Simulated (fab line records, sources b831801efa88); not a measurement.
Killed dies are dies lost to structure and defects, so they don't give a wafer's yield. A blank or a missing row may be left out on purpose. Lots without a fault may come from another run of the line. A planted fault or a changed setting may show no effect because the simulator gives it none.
A struck lot beside a sound one | flow sky130 | 23 steps out of a route of 708
Sound: wafers L271.2, L271.3, L271.5. Struck: wafers L277.1, L277.3, L277.5. The cause comes at the end.
At each step with rows: each side's tool, then ch and its chambers, then its first start. Under that, the readings that differ: sound wafers | struck wafers | difference of the means | sigmas: that difference in standard deviations of wafers without a fault.
alike: readings whose means differ by less than 2 such deviations, and words and numbers that are the same on both sides. not compared: withheld readings, readings that some wafer has no value for, bounds like >300 that may hide the same value, and numbers for which the record gives no deviation and whose values overlap.
The two part at a step that has a row with sigmas, a row that says differs or no value, or rows on one side only. Numbers that don't overlap but have no deviation are shown without sigmas and don't part them. A reading that every wafer of one side lacks parts them only if that side has two wafers or more.

first, 1 step without rows for these wafers: SKY_SONOS_ONO_DEVELOP_12 (develop time 60 s).
SKY_SONOS_ONO_CD_MEAS_13: target cd 410 nm.
  sound on cd_sem-02, day 14 11:29; struck on cd_sem-02, day 15 22:31
  alike: cd_nm
SKY_SONOS_ONO_OVL_MEAS_14:
  sound on overlay-02, day 14 11:35; struck on overlay-02, day 15 22:38
  alike: SONOS_ONO_OVL
SKY_SONOS_ONO_ETCH_15: etches the open film in CHF3/O2, target depth 19.52 nm, time 7.8 s.
  sound on rie_diel-02 ch 1,3, day 14 11:37; struck on rie_diel-02 ch 0,3, day 15 22:40
  alike: drypump_motor_current_A, oes_product_au, throttle_valve_pct
  not compared: rf_hours_counter_h
then, 1 step without rows for these wafers: SKY_SONOS_ONO_WET_ETCH_16 (etches SiO2 in dHF, target depth 14 nm, time 280 s).
SKY_SONOS_ONO_STRIP_17: strips in O2/N2.
  sound on plasma_asher-01 ch 0, day 14 11:44; struck on plasma_asher-01 ch 0,1, day 15 22:47
  alike: drypump_motor_current_A, oes_product_au, strip_time_to_endpoint_s
  not compared: rf_hours_counter_h
then, 3 steps without rows for these wafers: SKY_SONOS_ONO_WET_ETCH_18 (etches Si3N4 in H3PO4, target depth 15 nm, time 172 s); SKY_GATE_OXIDE_CLEAN_00 (cleans in SC1/SC2, time 150 s); SKY_GATE_OXIDE_OXIDATION_01 (stabilise 600 s, purge 300 s, target thk 10.268 nm).
SKY_GATE_OXIDE_THK_MEAS_02:
  sound on film_metro-01, day 14 14:08; struck on film_metro-01, day 16 00:56
  alike: GATE_OXIDE_OXIDATION_00_THK
then, 2 steps without rows for these wafers: SKY_GATE_OXIDE_DEHYDRATE_03 (time 60 s); SKY_GATE_OXIDE_HMDS_04 (prime time 60 s).
SKY_GATE_OXIDE_COAT_05: resist thk 1140 nm.
  sound on litho_track-01 ch 0, day 15 03:40; struck on litho_track-02 ch 0, day 16 14:31
  reading                                         | sound          | struck            | difference | sigmas
  model.NOVOLAK_of_GATE_OXIDE_COAT_05.thk_nm (nm) | 1144 1143 1147 | 703.1 704.3 706.1 | -440.2     |
  alike: dispense_pressure_kPa, spin_speed_rpm
then, 3 steps without rows for these wafers: SKY_GATE_OXIDE_SOFTBAKE_06 (time 60 s); SKY_GATE_OXIDE_EXPOSE_07 (exposes mask LVOM, target cd 600 nm); SKY_GATE_OXIDE_PEB_08.
SKY_GATE_OXIDE_DEVELOP_09: develop time 60 s.
  sound on litho_track-03 ch 0, day 15 16:50; struck on litho_track-01 ch 0, day 17 05:06
  reading                                         | sound          | struck            | difference | sigmas
  model.NOVOLAK_of_GATE_OXIDE_COAT_05.thk_nm (nm) | 1143 1143 1146 | 702.7 703.9 705.7 | -439.9     |
SKY_GATE_OXIDE_OVL_MEAS_10:
  sound on overlay-02, day 15 16:58; struck on overlay-02, day 17 05:15
  alike: GATE_OXIDE_OVL
then, 2 steps without rows for these wafers: SKY_GATE_OXIDE_IMPLANT_11; SKY_GATE_OXIDE_WET_ETCH_12 (etches SiO2 in dHF, target depth 16.8 nm, time 336 s).
SKY_GATE_OXIDE_STRIP_13: strips in O2/N2.
  sound on plasma_asher-03 ch 0,1, day 15 17:16; struck on plasma_asher-03 ch 1, day 17 05:33
  reading                      | sound             | struck            | difference | sigmas
  oes_product_au (a.u.)        | 0.712 0.713 0.714 | 0.615 0.613 0.612 | -0.100     | -24
  strip_time_to_endpoint_s (s) | 14.22 14.22 14.27 | 9.16 9.15 9.18    | -5.07      | -99 or more
  alike: drypump_motor_current_A
  not compared: rf_hours_counter_h
SKY_GATE_OXIDE_TW_MEAS_14:
  sound on film_metro-03, day 15 17:22; struck on film_metro-03, day 17 05:39
  alike: GATE_OXIDE_TW
-- the record jumps here: 31 days lie between the struck wafers' starts before and after (it left off in module GATE_OXIDE and takes up again in module PAD_OPEN, whose first step shown is number 708 of the route) --
SKY_PAD_OPEN_PROBE_99:
  sound on prober-01, day 46 23:37; struck on prober-01, day 48 05:07
  alike: killed_at_M0_to_M3, killed_at_M4_up, killed_at_contacts, killed_at_front_end, killed_at_other, killed_dies, killed_on_rim, killed_open, killed_short

WHERE THEY PART
Only at SKY_GATE_OXIDE_STRIP_13, within this record. Later steps at which nothing parts them and some readings are alike: SKY_GATE_OXIDE_TW_MEAS_14, SKY_PAD_OPEN_PROBE_99.

WHY: what the simulator had put in
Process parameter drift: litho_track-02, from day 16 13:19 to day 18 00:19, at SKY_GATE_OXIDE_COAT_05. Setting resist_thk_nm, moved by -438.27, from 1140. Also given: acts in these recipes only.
